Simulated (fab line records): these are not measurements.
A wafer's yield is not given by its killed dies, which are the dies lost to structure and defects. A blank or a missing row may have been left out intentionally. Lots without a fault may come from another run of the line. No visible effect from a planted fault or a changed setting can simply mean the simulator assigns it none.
fab line records    flow sky130
[record] lots = 5  wafers = 15  last-day = 51
route steps=708 shown LI_CONTACT@371 LOCAL_INTERCONNECT@387 CONTACT@406 PAD_OPEN@708
lots that met no fault: from a run of the same line without faults
start-h: hours from the record's first day to the start of the lot's first wafer shown    wait-h: hours elapsed since this lot's preceding step    " identical to the entry in the row above    L1.1+2: a row that stands for several wafers    - value missing, or start not given    * or withheld: withheld    < > ~ a bound
route shown NAME@n: a module of which the file shows steps, and the number in the route of the first    usual: mean/standard deviation of fault-free wafers    same: alike in all rows    chamber/n: place in a boat    sites: per-site readings    _std_site: how widely they spread, as a standard deviation    _edge_site: outer sites' mean less inner sites'    radius-mm: for every site, how far away it sits from the centre of the wafer    mask NAME#n: copy n    behind: the tool/chamber that last shaped the wafer    hold: why the lot went on hold/how many hours it stayed there/how the hold came to an end    device: the n, p or np transistor that did not switch    end of line: the same wafers' tests at the end of the route    step lacking rows: just its recipe    killed: at the first sort, the dies lost to defects and structure; wafer yield is something else    map: the dies of a wafer, with x for killed, . for not killed, _ for no die there
set.NAME: setting as actually run; set.NAME@STEP: the setting as run at that earlier step    model.NAME: the simulator's own value behind a step, which no gauge read
certain route steps with their lots: each step a table, each wafer a row
services: a tool's chamber out of use, with start hour (start-h, from the record's first day; less than 0 if before it), hours out, and reason
[[steps]]
[step SKY_LI_CONTACT_EXPOSE_09]
[recipe] mask-id = LICM1  na = 0.8  source-shape = annular  sigma-inner = 0.55  sigma-outer = 0.85  target-cd-nm = 170  dose-mj = 38
[step SKY_LI_CONTACT_PEB_10]
[recipe] peb-temp-c = withheld  peb-time-s = withheld  resist = KrF-thick
[step SKY_LI_CONTACT_DEVELOP_11]
[recipe] develop-time-s = 60  resist = KrF-thick  dev-temp-c = 21
[step SKY_LI_CONTACT_CD_MEAS_12]
[recipe] target-cd-nm = 170
[usual] cd-nm = 169.8/1.8
lot.wafer  tool       chamber  start-h  wait-h  cd-nm
L313.1     cd-sem-01  -        735.48   -       169.3
L313.4     "          -        "        "       169.8
L313.5     "          -        "        "       169.5
L314.2     cd-sem-01  -        740.14   -       171.4
L314.4     "          -        "        "       173.3
L314.5     "          -        "        "       171.5
L315.1     cd-sem-02  -        743.73   -       169.5
L315.4     "          -        "        "       171.0
L315.6     "          -        "        "       170.4
L327.1     cd-sem-01  -        838.62   -       170.3
L327.2     "          -        "        "       169.6
L327.3     "          -        "        "       170.1
L331.1     cd-sem-02  -        869.37   -       170.6
L331.4     "          -        "        "       170.9
L331.6     "          -        "        "       171.0
[step SKY_LI_CONTACT_OVL_MEAS_13]
[usual] LI_CONTACT_OVL = 5/6.9
lot.wafer  tool        chamber  start-h  wait-h  LI_CONTACT_OVL[nm]
L313.1     overlay-01  -        735.60   0.1     -2
L313.4     "           -        "        "       6
L313.5     "           -        "        "       -2
L314.2     overlay-01  -        740.25   0.1     12
L314.4     "           -        "        "       8
L314.5     "           -        "        "       0
L315.1     overlay-02  -        743.85   0.1     2
L315.4     "           -        "        "       2
L315.6     "           -        "        "       2
L327.1     overlay-01  -        838.74   0.1     14
L327.2     "           -        "        "       6
L327.3     "           -        "        "       5
L331.1     overlay-02  -        869.49   0.1     2
L331.4     "           -        "        "       7
L331.6     "           -        "        "       7
[step SKY_LI_CONTACT_ETCH_14]
[recipe] chemistry = N2/H2  target = BARC  ion-energy-ev = 200  source-w = 500  bias-w = 100  pressure-mtorr = 30  n2-flow-sccm = 100  h2-flow-sccm = 200  stop-on = SiO2  time-s = 45.9  target-depth-a = 600
[usual] drypump-motor-current-A = 5.9/0.58  oes-product-au = 0.854/0.0049  throttle-valve-pct = 13.226/0.0094
lot.wafer  tool         chamber  start-h  wait-h  drypump-motor-current-A  oes-product-au  rf-hours-counter-h  throttle-valve-pct
L313.1     rie-diel-03  3        735.64   0.0     5.2                      0.857           9                   13.223
L313.4     "            2        "        "       6.7                      0.855           18                  13.229
L313.5     "            3        "        "       5.2                      0.863           -                   13.235
L314.2     rie-diel-02  3        740.28   0.0     6.6                      0.849           17                  13.248
L314.4     "            0        "        "       5.5                      0.848           6                   13.212
L314.5     "            2        "        "       5.9                      0.859           -                   13.223
L315.1     rie-diel-04  0        743.89   0.0     5.9                      0.866           10                  13.234
L315.4     "            3        "        "       6.3                      0.844           6                   13.225
L315.6     "            1        "        "       6.2                      0.855           -                   13.216
L327.1     rie-diel-03  0        838.77   0.0     5.3                      0.852           14                  13.229
L327.2     "            2        "        "       6.7                      0.859           21                  13.204
L327.3     "            3        "        "       5.2                      0.859           11                  13.238
L331.1     rie-diel-04  2        869.52   0.0     6.3                      0.847           3                   13.223
L331.4     "            1        "        "       6.2                      0.851           9                   13.226
L331.6     "            3        "        "       6.3                      0.855           -                   13.228
[step SKY_LI_CONTACT_ETCH_15]
[recipe] target = PSG  chemistry = C4F8/O2/Ar  stop-on = Si  taper-deg = 4.15  mask-material = KrF-thick  source-w = 1500  bias-w = 1200  pressure-mtorr = 40  c4f8-flow-sccm = withheld  O2_flow_sccm = 6  Ar_flow_sccm = 300  time-s = withheld  target-depth-a = 6000
[step SKY_LI_CONTACT_STRIP_16]
[recipe] chemistry = O2/N2  power-w = 1400  pressure-mtorr = 1500  platen-temp-c = withheld  o2-flow-sccm = 3000  n2-flow-sccm = 300  overash-fraction = 0.5
[step SKY_LI_CONTACT_CLEAN_17]
[recipe] chemistry = NMP  time-s = 600  temp-c = 60  dry = n2-spin
[step SKY_LI_CONTACT_PRE_CLEAN_18]
[recipe] gas = Ar  time-s = 5.6  bias-v = 358
[step SKY_LI_CONTACT_SPUTTER_19]
[recipe] material = Ti  target-thk-nm = 20  chamber-pressure-pa = 5  power-w = 2500  substrate-temp-c = 200  time-s = 106.37
[usual] substrate-temp-c = 199.98/0.16  throttle-valve-pct = 30.2/0.94
lot.wafer  tool            chamber  start-h  wait-h  substrate-temp-c  throttle-valve-pct
L313.1     pvd-sputter-04  -        736.06   0.0     199.99            31.2
L313.4     "               -        "        "       200.02            29.6
L313.5     "               -        "        "       200.14            29.6
L314.2     pvd-sputter-04  -        740.70   0.0     200.04            29.8
L314.4     "               -        "        "       199.92            31.3
L314.5     "               -        "        "       199.98            29.7
L315.1     pvd-sputter-03  -        744.31   0.0     200.10            28.6
L315.4     "               -        "        "       199.81            30.1
L315.6     "               -        "        "       199.83            29.9
L327.1     pvd-sputter-03  -        839.20   0.0     200.02            31.2
L327.2     "               -        "        "       199.79            29.7
L327.3     "               -        "        "       200.16            28.4
L331.1     pvd-sputter-03  -        869.95   0.0     200.10            30.2
L331.4     "               -        "        "       200.31            29.9
L331.6     "               -        "        "       200.23            29.6
[step SKY_LI_CONTACT_SPUTTER_20]
[recipe] material = TiN  target-thk-nm = 20  chamber-pressure-pa = 5  power-w = 4000  time-s = 80
[usual] throttle-valve-pct = 30.2/0.98
lot.wafer  tool            chamber  start-h  wait-h  throttle-valve-pct
L313.1     pvd-sputter-04  -        736.14   0.0     31.6
L313.4     "               -        "        "       29.6
L313.5     "               -        "        "       29.8
L314.2     pvd-sputter-04  -        740.77   0.0     29.8
L314.4     "               -        "        "       31.3
L314.5     "               -        "        "       29.7
L315.1     pvd-sputter-03  -        744.38   0.0     28.7
L315.4     "               -        "        "       30.0
L315.6     "               -        "        "       29.5
L327.1     pvd-sputter-03  -        839.27   0.0     31.2
L327.2     "               -        "        "       30.3
L327.3     "               -        "        "       28.6
L331.1     pvd-sputter-03  -        870.02   0.0     29.6
L331.4     "               -        "        "       29.5
L331.6     "               -        "        "       29.5
[step SKY_LI_CONTACT_CVD_21]
[recipe] material = W  target-thk-nm = 400  time-s = 120.56  temp-c = 400  pressure-torr = 40
[usual] heater-power-w = 836/92  susceptor-temp-C = 400.00/0.21
lot.wafer  tool      chamber  start-h  wait-h  heater-power-w  susceptor-temp-C
L313.1     cvd-w-02  0        736.20   0.0     971             399.82
L313.4     "         1        "        "       726             399.98
L313.5     "         1        "        "       732             399.89
L314.2     cvd-w-01  0        740.84   0.0     785             400.02
L314.4     "         0        "        "       794             400.03
L314.5     "         0        "        "       769             399.92
L315.1     cvd-w-01  0        744.45   0.0     760             400.36
L315.4     "         0        "        "       782             399.92
L315.6     "         1        "        "       902             399.87
L327.1     cvd-w-02  0        839.33   0.0     1009            400.39
L327.2     "         1        "        "       717             399.67
L327.3     "         0        "        "       975             400.14
L331.1     cvd-w-01  1        870.08   0.0     880             400.10
L331.4     "         1        "        "       919             400.07
L331.6     "         1        "        "       883             399.93
[step SKY_LI_CONTACT_RS_MEAS_22]
[recipe] thk-meas-gauge = four-point-probe  reads = W_of_LI_CONTACT_CVD_21+TiN_of_LI_CONTACT_SPUTTER_20+Ti_of_LI_CONTACT_SPUTTER_19
[usual] LI_CONTACT_W_RS = 0.2838/0.0026
lot.wafer  tool           chamber  start-h  wait-h  LI_CONTACT_W_RS[ohm/sq]
L313.1     film-metro-02  -        736.32   0.1     0.2814
L313.4     "              -        "        "       0.2852
L313.5     "              -        "        "       0.2867
L314.2     film-metro-02  -        740.98   0.1     0.2792
L314.4     "              -        "        "       0.2803
L314.5     "              -        "        "       0.2801
L315.1     film-metro-02  -        744.57   0.1     0.2842
L315.4     "              -        "        "       0.2858
L315.6     "              -        "        "       0.2895
L327.1     film-metro-02  -        839.46   0.1     0.2868
L327.2     "              -        "        "       0.2871
L327.3     "              -        "        "       0.2854
L331.1     film-metro-02  -        870.21   0.1     0.2903
L331.4     "              -        "        "       0.2851
L331.6     "              -        "        "       0.2827
[step SKY_LI_CONTACT_THK_MEAS_23]
[recipe] thk-meas-gauge = xrf  reads = W_of_LI_CONTACT_CVD_21
[usual] LI_CONTACT_W_THK = 390/6.5
lot.wafer  tool           chamber  start-h  wait-h  LI_CONTACT_W_THK[nm]
L313.1     film-metro-02  -        736.44   0.1     385
L313.4     "              -        "        "       381
L313.5     "              -        "        "       377
L314.2     film-metro-02  -        741.09   0.1     387
L314.4     "              -        "        "       385
L314.5     "              -        "        "       386
L315.1     film-metro-02  -        744.69   0.1     386
L315.4     "              -        "        "       381
L315.6     "              -        "        "       380
L327.1     film-metro-02  -        839.58   0.1     379
L327.2     "              -        "        "       380
L327.3     "              -        "        "       378
L331.1     film-metro-02  -        870.33   0.1     376
L331.4     "              -        "        "       384
L331.6     "              -        "        "       387
[step SKY_LI_CONTACT_CMP_24]
[recipe] stop-on = PSG  t-overpolish-s = 20  down-force-psi = 3.5  platen-rpm = 60  target-thk-nm = 0  pad-velocity-m-s = 0.94248
[usual] edge-zone-pressure-frac = 1.000/0.005  head-pressure-psi = 3.500/0.0069  motor-current-A = 10.5/1.2  overpolish-run-s = 20.000/0.0082  slurry-filter-dp-kPa = 13.52/0.14  time-to-endpoint-s = 97.1/3
lot.wafer  tool    chamber  start-h  wait-h  edge-zone-pressure-frac  head-pressure-psi  motor-current-A  overpolish-run-s  slurry-filter-dp-kPa  time-to-endpoint-s
L313.1     cmp-02  1        736.50   0.1     0.999                    3.504              8.7              19.996            13.60                 95.6
L313.4     "       0        "        "       0.996                    3.504              11.4             19.991            13.65                 94.8
L313.5     "       2        "        "       1.002                    3.496              11.5             19.992            13.22                 94.1
L314.2     cmp-02  3        741.19   0.1     1.003                    3.495              11.6             19.992            13.47                 99.4
L314.4     "       1        "        "       0.998                    3.498              8.8              19.998            13.61                 94.7
L314.5     "       3        "        "       1.002                    3.502              12.0             19.979            13.47                 97.6
L315.1     cmp-01  1        744.75   0.1     1.006                    3.508              10.8             19.999            13.61                 92.7
L315.4     "       3        "        "       0.993                    3.503              9.6              19.998            13.53                 99.4
L315.6     "       1        "        "       1.006                    3.499              10.6             19.995            13.61                 92.1
L327.1     cmp-01  2        839.69   0.1     0.997                    3.485              11.8             20.005            13.40                 95.7
L327.3     "       3        "        "       1.006                    3.502              9.9              19.995            13.65                 95.3
L327.2     "       0        "        "       1.003                    3.496              8.9              20.000            13.64                 94.6
L331.4     cmp-02  0        870.44   0.1     1.000                    3.499              11.8             19.988            13.37                 93.4
L331.1     "       2        "        "       0.995                    3.505              11.7             20.002            13.42                 95.4
L331.6     "       3        "        "       1.002                    3.486              11.8             19.995            13.18                 98.3
[step SKY_LOCAL_INTERCONNECT_SPUTTER_00]
[recipe] material = TiN  target-thk-nm = 100  temp-c = 300  power-w = 6500  time-s = 83.3  chamber-pressure-pa = 0.4
[step SKY_LOCAL_INTERCONNECT_RS_MEAS_01]
[recipe] thk-meas-gauge = four-point-probe  reads = TiN_of_LOCAL_INTERCONNECT_SPUTTER_00
[usual] LOCAL_INTERCONNECT_TIN_RS = 14.14/0.14
lot.wafer  tool           chamber  start-h  wait-h  LOCAL_INTERCONNECT_TIN_RS[ohm/sq]
L313.1     film-metro-03  -        736.86   0.0     14.09
L313.4     "              -        "        "       14.13
L313.5     "              -        "        "       14.19
L314.2     film-metro-03  -        741.52   0.1     13.96
L314.4     "              -        "        "       13.86
L314.5     "              -        "        "       13.78
L315.1     film-metro-03  -        745.11   0.0     14.26
L315.4     "              -        "        "       14.27
L315.6     "              -        "        "       14.32
L327.1     film-metro-03  -        840.00   0.0     14.47
L327.2     "              -        "        "       14.40
L327.3     "              -        "        "       14.50
L331.1     film-metro-04  -        870.75   0.0     14.16
L331.4     "              -        "        "       14.13
L331.6     "              -        "        "       14.18
[step SKY_LOCAL_INTERCONNECT_THK_MEAS_02]
[recipe] thk-meas-gauge = xrf  reads = TiN_of_LOCAL_INTERCONNECT_SPUTTER_00
[usual] LOCAL_INTERCONNECT_TIN_THK = 99.8/1
lot.wafer  tool           chamber  start-h  wait-h  LOCAL_INTERCONNECT_TIN_THK[nm]
L313.1     film-metro-03  -        736.98   0.1     99.6
L313.4     "              -        "        "       99.6
L313.5     "              -        "        "       99.2
L314.2     film-metro-03  -        741.63   0.1     101.0
L314.4     "              -        "        "       101.8
L314.5     "              -        "        "       102.0
L315.1     film-metro-03  -        745.23   0.1     99.3
L315.4     "              -        "        "       98.9
L315.6     "              -        "        "       98.2
L327.1     film-metro-03  -        840.12   0.1     98.0
L327.2     "              -        "        "       97.9
L327.3     "              -        "        "       97.2
L331.1     film-metro-04  -        870.87   0.1     99.8
L331.4     "              -        "        "       99.7
L331.6     "              -        "        "       99.7
[step SKY_LOCAL_INTERCONNECT_DEHYDRATE_03]
[recipe] temp-c = 200  time-s = 60
[step SKY_LOCAL_INTERCONNECT_HMDS_04]
[recipe] prime-time-s = 60  prime-temp-c = 120
[step SKY_LOCAL_INTERCONNECT_COAT_05]
[recipe] resist = BARC  temp-c = withheld  time-s = withheld  spin-rpm = 3000  resist-thk-nm = 60
[step SKY_LOCAL_INTERCONNECT_COAT_06]
[recipe] resist = KrF-thick  spin-rpm = 3000  resist-thk-nm = 450
[step SKY_LOCAL_INTERCONNECT_SOFTBAKE_07]
[recipe] temp-c = 100  time-s = 90  resist = KrF-thick
[step SKY_LOCAL_INTERCONNECT_EXPOSE_08]
[recipe] mask-id = LI1M  na = 0.8  source-shape = annular  sigma-inner = 0.55  sigma-outer = 0.85  target-cd-nm = 170  dose-mj = 28
[step SKY_LOCAL_INTERCONNECT_PEB_09]
[recipe] peb-temp-c = withheld  peb-time-s = withheld  resist = KrF-thick
[step SKY_LOCAL_INTERCONNECT_DEVELOP_10]
[recipe] develop-time-s = 60  resist = KrF-thick  dev-temp-c = 21
[step SKY_LOCAL_INTERCONNECT_CD_MEAS_11]
[recipe] target-cd-nm = 170
[usual] cd-nm = 170.0/2
lot.wafer  tool       chamber  start-h  wait-h  cd-nm
L313.1     cd-sem-02  -        764.32   -       168.6
L313.4     "          -        "        "       167.9
L313.5     "          -        "        "       169.1
L314.2     cd-sem-02  -        769.10   -       168.9
L314.4     "          -        "        "       169.4
L314.5     "          -        "        "       168.7
L315.1     cd-sem-02  -        772.86   -       171.3
L315.4     "          -        "        "       171.0
L315.6     "          -        "        "       168.9
L327.1     cd-sem-02  -        867.33   -       175.1
L327.2     "          -        "        "       174.2
L327.3     "          -        "        "       173.8
L331.1     cd-sem-01  -        897.23   -       170.3
L331.4     "          -        "        "       169.3
L331.6     "          -        "        "       171.2
[step SKY_LOCAL_INTERCONNECT_OVL_MEAS_12]
[usual] LOCAL_INTERCONNECT_OVL = 1/5
lot.wafer  tool        chamber  start-h  wait-h  LOCAL_INTERCONNECT_OVL[nm]
L313.1     overlay-01  -        764.47   0.1     6
L313.4     "           -        "        "       3
L313.5     "           -        "        "       9
L314.2     overlay-02  -        769.21   0.1     6
L314.4     "           -        "        "       6
L314.5     "           -        "        "       -2
L315.1     overlay-02  -        772.98   0.1     -3
L315.4     "           -        "        "       2
L315.6     "           -        "        "       2
L327.1     overlay-01  -        867.45   0.1     3
L327.2     "           -        "        "       -6
L327.3     "           -        "        "       7
L331.1     overlay-01  -        897.35   0.1     3
L331.4     "           -        "        "       -3
L331.6     "           -        "        "       -4
[step SKY_LOCAL_INTERCONNECT_ETCH_13]
[recipe] chemistry = N2/H2  target = BARC  ion-energy-ev = 200  bias-w = 100  pressure-mtorr = 30  n2-flow-sccm = 100  h2-flow-sccm = 200  icp-w = 500  stop-on = SiO2  time-s = 45.9  target-depth-a = 600
[step SKY_LOCAL_INTERCONNECT_METAL_ETCH_14]
[recipe] target-depth-nm = 110  stop-on = PSG  chemistry = Cl2/BCl3  target = TiN  resist-sidewall-deg = 88  pressure-mtorr = 10  icp-w = 900  bias-w = 48.5  Cl2_flow_sccm = 60  bcl3-flow-sccm = 30  time-s = 31.4
[step SKY_LOCAL_INTERCONNECT_STRIP_15]
[recipe] chemistry = O2/N2  power-w = 1400  pressure-mtorr = 1500  platen-temp-c = withheld  o2-flow-sccm = 3000  n2-flow-sccm = 300  overash-fraction = 0.5
[usual] drypump-motor-current-A = 5.69/0.29  o2-flow-sccm = 2999/9.9  oes-product-au = 0.426/0.0052  strip-time-to-endpoint-s = 4.719/0.021
lot.wafer  tool             chamber  start-h  wait-h  drypump-motor-current-A  o2-flow-sccm  oes-product-au  rf-hours-counter-h  strip-time-to-endpoint-s
L313.1     plasma-asher-03  0        764.62   0.0     5.48                     2995          0.416           97                  4.710
L313.4     "                1        "        "       5.97                     2995          0.423           -                   4.718
L313.5     "                1        "        "       5.98                     2985          0.415           -                   4.737
L314.2     plasma-asher-03  1        769.35   0.0     5.98                     2997          0.416           98                  4.715
L314.4     "                0        "        "       5.46                     2995          0.424           -                   4.737
L314.5     "                1        "        "       5.97                     3000          0.425           -                   4.697
L315.1     plasma-asher-01  0        773.13   0.0     5.49                     3020          0.424           34                  4.704
L315.4     "                0        "        "       5.49                     3011          0.424           -                   4.714
L315.6     "                0        "        "       5.49                     3015          0.428           -                   4.702
L327.1     plasma-asher-03  0        867.60   0.0     5.50                     2987          0.419           108                 4.710
L327.2     "                1        "        "       5.96                     3009          0.417           108                 4.708
L327.3     "                0        "        "       5.49                     3003          0.423           -                   4.728
L331.1     plasma-asher-01  0        897.50   0.0     5.50                     2992          0.435           46                  4.720
L331.4     "                1        "        "       6.09                     3000          0.423           -                   4.711
L331.6     "                1        "        "       6.09                     3001          0.434           -                   4.695
[step SKY_LOCAL_INTERCONNECT_STRIP_16]
[recipe] chemistry = post-etch-residue-remover  time-s = 1200  temp-c = 72.5
[step SKY_LOCAL_INTERCONNECT_CLEAN_17]
[recipe] chemistry = IPA  time-s = 180  temp-c = 25
[step SKY_LOCAL_INTERCONNECT_CLEAN_18]
[recipe] chemistry = O3/DIW  dry = n2-spin
[step SKY_CONTACT_CVD_00]
[recipe] material = Si3N4  target-thk-nm = 75  temp-c = 400  time-s = withheld  rf-w = 450
[step SKY_CONTACT_THK_MEAS_01]
[recipe] reads = Si3N4_of_CONTACT_CVD_00
[usual] CONTACT_CVD_00_THK = 75.2/1.1
lot.wafer  tool           chamber  start-h  wait-h  CONTACT_CVD_00_THK[nm]
L313.1     film-metro-04  -        765.25   -       73.6
L313.4     "              -        "        "       74.6
L313.5     "              -        "        "       75.0
L314.2     film-metro-03  -        770.03   -       73.8
L314.4     "              -        "        "       75.4
L314.5     "              -        "        "       75.4
L315.1     film-metro-04  -        773.79   -       75.5
L315.4     "              -        "        "       77.1
L315.6     "              -        "        "       77.1
L327.1     film-metro-04  -        868.23   -       75.2
L327.2     "              -        "        "       74.2
L327.3     "              -        "        "       74.3
L331.1     film-metro-03  -        898.13   -       74.5
L331.4     "              -        "        "       76.0
L331.6     "              -        "        "       75.4
[step SKY_CONTACT_HDPCVD_02]
[recipe] material = SiO2  target-thk-nm = 565  sigma-open-frac = 0.3  time-s = 94.2  temp-c = 600  sih4-flow-sccm = 60  pressure-mtorr = 6
[step SKY_CONTACT_THK_MEAS_03]
[recipe] reads = SiO2_of_CONTACT_HDPCVD_02
[usual] CONTACT_HDPCVD_THK = 567/5.5
lot.wafer  tool           chamber  start-h  wait-h  CONTACT_HDPCVD_THK[nm]
L313.1     film-metro-04  -        765.38   0.0     570
L313.4     "              -        "        "       564
L313.5     "              -        "        "       561
L314.2     film-metro-02  -        770.15   0.0     571
L314.4     "              -        "        "       574
L314.5     "              -        "        "       570
L315.1     film-metro-02  -        773.92   0.0     560
L315.4     "              -        "        "       565
L315.6     "              -        "        "       562
L327.1     film-metro-03  -        868.36   0.0     571
L327.2     "              -        "        "       569
L327.3     "              -        "        "       571
L331.1     film-metro-02  -        898.26   0.0     567
L331.4     "              -        "        "       566
L331.6     "              -        "        "       568
[step SKY_CONTACT_CMP_04]
[recipe] material = SiO2  down-force-psi = 4  platen-rpm = 60  pad-velocity-m-s = 0.94248
[step SKY_CONTACT_BOW_MEAS_05]
[recipe] mode = bow
[usual] CONTACT_BOW = 83/6.7
lot.wafer  tool           chamber  start-h  wait-h  CONTACT_BOW[um]
L313.1     film-metro-03  -        765.74   0.1     87
L313.4     "              -        "        "       82
L313.5     "              -        "        "       77
L314.2     film-metro-02  -        770.58   0.3     83
L314.4     "              -        "        "       81
L314.5     "              -        "        "       92
L315.1     film-metro-02  -        774.28   0.1     83
L315.4     "              -        "        "       80
L315.6     "              -        "        "       76
L327.1     film-metro-04  -        868.72   0.1     89
L327.2     "              -        "        "       88
L327.3     "              -        "        "       71
L331.1     film-metro-04  -        898.62   0.1     79
L331.4     "              -        "        "       85
L331.6     "              -        "        "       90
[step SKY_CONTACT_DEHYDRATE_06]
[recipe] temp-c = 200  time-s = 60
[step SKY_PAD_OPEN_PROBE_99]
[usual] killed_at_M0_to_M3 = 44/6.9  killed_at_M4_up = 3.1/1.7  killed-at-contacts = 25/5.6  killed-at-front-end = 14/4.3  killed-at-other = 0.3/0.51  killed-dies = 86/9.8  killed-on-rim = 17/3.8  killed-open = 47/6.5  killed-short = 39/6.6
[same] gross-dies = 492  killed-at-back-side = 0
lot.wafer  tool       chamber  start-h  wait-h  killed_at_M0_to_M3  killed_at_M4_up  killed-at-contacts  killed-at-front-end  killed-at-other  killed-dies  killed-on-rim  killed-open  killed-short
L327.1     prober-02  -        1195.27  0.1     45                  2                73                  11                   0                131          13             38           32
L327.2     prober-02  -        1195.32  0.1     39                  3                30                  15                   0                87           21             50           37
L327.3     prober-02  -        1195.37  0.2     36                  1                81                  25                   0                143          22             45           40
// killed by level:class
L327.1 LI_CONTACT:unspecified=61 VIA1:geometric-particle:open=10 VIA1:geometric-particle:short=9 VIA3:geometric-particle:open=7 VIA2:geometric-particle:open=6 CONTACT:geometric-particle:open=5 POLY_GATE:geometric-particle:open=4 METAL1:geometric-particle:short=4
L327.2 VIA1:geometric-particle:open=13 CONTACT:geometric-particle:open=9 LOCAL_INTERCONNECT:geometric-particle:short=9 LI_CONTACT:geometric-particle:open=6 FIELD_ISO:geometric-particle:short=5 VIA3:geometric-particle:open=5 FIELD_ISO:geometric-particle:open=4 POLY_GATE:geometric-particle:short=4
L327.3 LI_CONTACT:unspecified=58 VIA1:geometric-particle:open=10 FIELD_ISO:geometric-particle:open=7 CONTACT:geometric-particle:open=7 FIELD_ISO:geometric-particle:short=6 CONTACT:geometric-particle:short=6 METAL1:geometric-particle:short=6 POLY_GATE:geometric-particle:open=4
// map L327.3 (x killed, . not)
__________.xx......._________
________x.x..........._______
______.xx...x...x......._____
_____..........x.........____
____xxx........x.x.xx.....___
___xx...xx.......xx....x...__
__..x.x...x............x...._
_x.............x.x..x......x.
_........x.....x.....xx......
_.........x..x.x..x.....x...x
_x....x...x.x..xxx....x......
_.....x..x.xxxxxxxxxx.......x
_.........xxxxxxxxx.xx..x....
_xx.x....xxxxxxxxxx...x..x...
_........xxxxxxxxxxxx....x..x
__.x....xx..xxxxxx.........._
___.....x.xxxxxxxxx....x..x__
____x.x.......xxx.........___
_____........x..xx...x...____
______...xx.x..x...x...._____
________..x..x....x..._______
__________.........x_________
// map L313.4 (x killed, . not)
__________xx.x......_________
________...x..x...x..._______
______....x....xxx......_____
_____xx.....x........x.x.____
____............x.........___
___.x.......x..x...........__
__.....xx....x......x...xx.._
_...x...x...........x.x.x....
_x.......xx...xx.x.x.xx....x.
_....xx..x...........x.x..x..
_........................x...
_...x.....x.......x......x.xx
_...xx.........x....x..x.....
_....x.x.x...................
_.x.x..x.x...........x...x...
__.......xx...x..x.........._
___...x.x......x.....x.....__
____.......xx.............___
_____x............x..x...____
______x.......x....x...x_____
________.x.x.....x...._______
__________..x....xx._________
[[services]]
tool             chamber  start-h  hours  kind
cmp-01           -        725.74   1.3    repair
plasma-asher-01  -        737.01   1.2    repair
pvd-sputter-03   -        739.06   2.2    repair
cmp-02           -        744.00   4.0    pm
cvd-w-02         0        744.68   6.0    repair
cmp-02           -        776.81   1.8    repair
cmp-02           -        777.54   2.0    repair
pvd-sputter-03   -        777.58   9.7    repair
cmp-01           -        779.03   1.8    repair
rie-diel-04      -        783.88   1.3    repair
rie-diel-03      3        797.58   7.2    repair
pvd-sputter-04   -        799.87   8.3    repair
rie-diel-03      0        804.76   5.7    repair
cmp-01           -        811.63   5.2    pm
cvd-w-02         0        815.95   1.4    repair
rie-diel-04      -        839.73   15.6   pm
cvd-w-02         -        847.14   2.8    pm
plasma-asher-03  -        847.47   0.5    repair
rie-diel-03      -        867.03   2.8    pm
cmp-01           -        867.42   0.6    repair
rie-diel-04      0        873.22   8.3    repair
cmp-01           -        873.67   0.9    repair
cvd-w-02         -        881.41   0.8    repair
cmp-02           -        884.80   4.4    repair
[[key]]
[first-sign] step = SKY_PAD_OPEN_PROBE_99  reading = killed-at-contacts  direction = up  sigmas = 9.3  usual = 25  struck = 77
[effect] step = SKY_PAD_OPEN_PROBE_99  reading = killed-dies  direction = up  sigmas = 5.2  usual = 86  struck = 137
met-at SKY_LI_CONTACT_CVD_21
struck-wafers L327.1,L327.3
tester-left-out L327
onset-between 736.20 839.33
[fault] kind = chamber-particle-source  tool = cvd-w-02  chamber = 0  onset-h = 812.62  steps = SKY_LI_CONTACT_CVD_21  rate-per-visit-cm2 = 1.062  end-h = 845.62
// tester-left-out: of these lots the tester's yield and bins aren't shown, on N5 and GAA mostly nor the transistor test; their killed dies are dies lost to structure and defects alone, not to doping, threshold or leakage, so they don't give the yield
